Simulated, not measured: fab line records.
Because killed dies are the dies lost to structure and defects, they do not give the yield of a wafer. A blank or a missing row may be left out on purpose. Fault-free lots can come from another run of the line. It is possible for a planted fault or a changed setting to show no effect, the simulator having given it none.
The tool behind it: which one? ; flow sky130 ; 12 lots with 36 wafers sampled at 3 steps, on a route of 708 steps

== WHAT EACH GAUGE READ, for each wafer ==
SKY_CAP2M_THK_MEAS_01. Usual: CAP2M_CVD_00_THK 15.57 nm, standard deviation 0.23.
lot;measured;on;CAP2M_CVD_00_THK (nm);flag
L851;day 39 08:08;filmMetro-03;15.18 15.59 15.60;
L852;day 40 03:34;filmMetro-03;15.42 15.40 15.74;
L854;day 40 08:31;filmMetro-03;15.44 15.54 15.43;
L855;day 40 14:38;filmMetro-03;15.47 15.18 15.13;
L856;day 41 04:37;filmMetro-03;15.28 15.48 15.26;
L857;day 41 15:35;filmMetro-02;15.42 15.67 15.58;
L858;day 41 23:07;filmMetro-03;15.38 15.70 15.90;
L859;day 42 07:34;filmMetro-03;15.42 15.50 15.60;
L860;day 42 16:26;filmMetro-03;15.32 15.62 15.36;
L864;day 43 14:32;filmMetro-02;15.08 15.08 15.34;
L866;day 43 21:20;filmMetro-04;15.58 15.63 15.80;
L871;day 45 07:35;filmMetro-02;15.35 15.35 15.62;

SKY_CAP2M_OVL_MEAS_12. Usual: CAP2M_OVL -1.2 nm, standard deviation 1.4.
lot;measured;on;CAP2M_OVL (nm);flag
L851;day 40 08:25;overlay-01;-0.1 -1.2 0.2;
L852;day 41 04:34;overlay-02;-1.7 -0.3 -1.3;
L854;day 41 08:31;overlay-01;1.5 -2.0 -1.1;
L855;day 41 14:34;overlay-01;-0.3 0.4 -1.9;
L856;day 42 04:31;overlay-02;-2.8 -0.3 -1.2;
L857;day 42 15:34;overlay-01;-1.2 -1.7 -0.4;
L858;day 42 22:32;overlay-01;-1.7 -2.6 -2.0;
L859;day 43 06:52;overlay-02;0.7 -0.3 -0.5;
L860;day 43 15:42;overlay-01;-3.8 -3.1 -4.4;
L864;day 44 12:57;overlay-01;-2.8 -1.9 -1.8;
L866;day 44 19:22;overlay-01;0.1 -1.6 -0.6;
L871;day 46 04:30;overlay-01;-2.6 -2.8 -1.3;

== WHAT TOOL EACH LOT RAN ON (gives the tool, then ch and the chambers of the sampled wafers, and finally the start) ==
lot;SKY_VIA3_SPUTTER_20
L851;pvdSputter-04, day 39 07:17
L852;pvdSputter-01, day 40 02:43
L854;pvdSputter-04, day 40 07:40
L855;pvdSputter-02, day 40 13:47
L856;pvdSputter-04, day 41 03:31
L857;pvdSputter-02, day 41 14:16
L858;pvdSputter-01, day 41 22:15
L859;pvdSputter-01, day 42 06:43
L860;pvdSputter-02, day 42 15:36
L864;pvdSputter-04, day 43 13:42
L866;pvdSputter-02, day 43 20:29
L871;pvdSputter-02, day 45 06:43
- SKY_VIA3_SPUTTER_20: material TiN, target thk 20 nm, time 80 s.

== AS READ BY THE TOOLS THEMSELVES (means over the sampled wafers that have a number; for cases with no such wafer, the mark the record gives instead) ==
SKY_VIA3_SPUTTER_20. Usual: throttleValvePct at 30.2 %, with a standard deviation of 0.95.
lot;tool;throttleValvePct (%);flag
L851;pvdSputter-04;30.7;
L852;pvdSputter-01;31.4;
L854;pvdSputter-04;31.0;
L855;pvdSputter-02;29.7;
L856;pvdSputter-04;31.0;
L857;pvdSputter-02;28.8;
L858;pvdSputter-01;30.0;
L859;pvdSputter-01;30.5;
L860;pvdSputter-02;28.9;
L864;pvdSputter-04;30.6;
L866;pvdSputter-02;29.6;
L871;pvdSputter-02;29.4;

== THE ANSWER, worked out from the rows above alone ==
Rule: a lot counts as off when the mean over its wafers that have a number is more than 3 standard deviations away from the usual mean. A lot without any number at a reading at which 4 lots or more have one is off too. The other lots that the step has rows for count as sound. Order of review: gauges by route order, followed by the tools' own readings, for which a lot's mean as printed above is used. The first step at which some lot is off is used, and at that step the reading that is off furthest; a lot without a number counts as furthest.
Nothing can be told from this: no lot is off at any reading shown.

== WHAT WAS PUT IN BY THE SIMULATOR ==
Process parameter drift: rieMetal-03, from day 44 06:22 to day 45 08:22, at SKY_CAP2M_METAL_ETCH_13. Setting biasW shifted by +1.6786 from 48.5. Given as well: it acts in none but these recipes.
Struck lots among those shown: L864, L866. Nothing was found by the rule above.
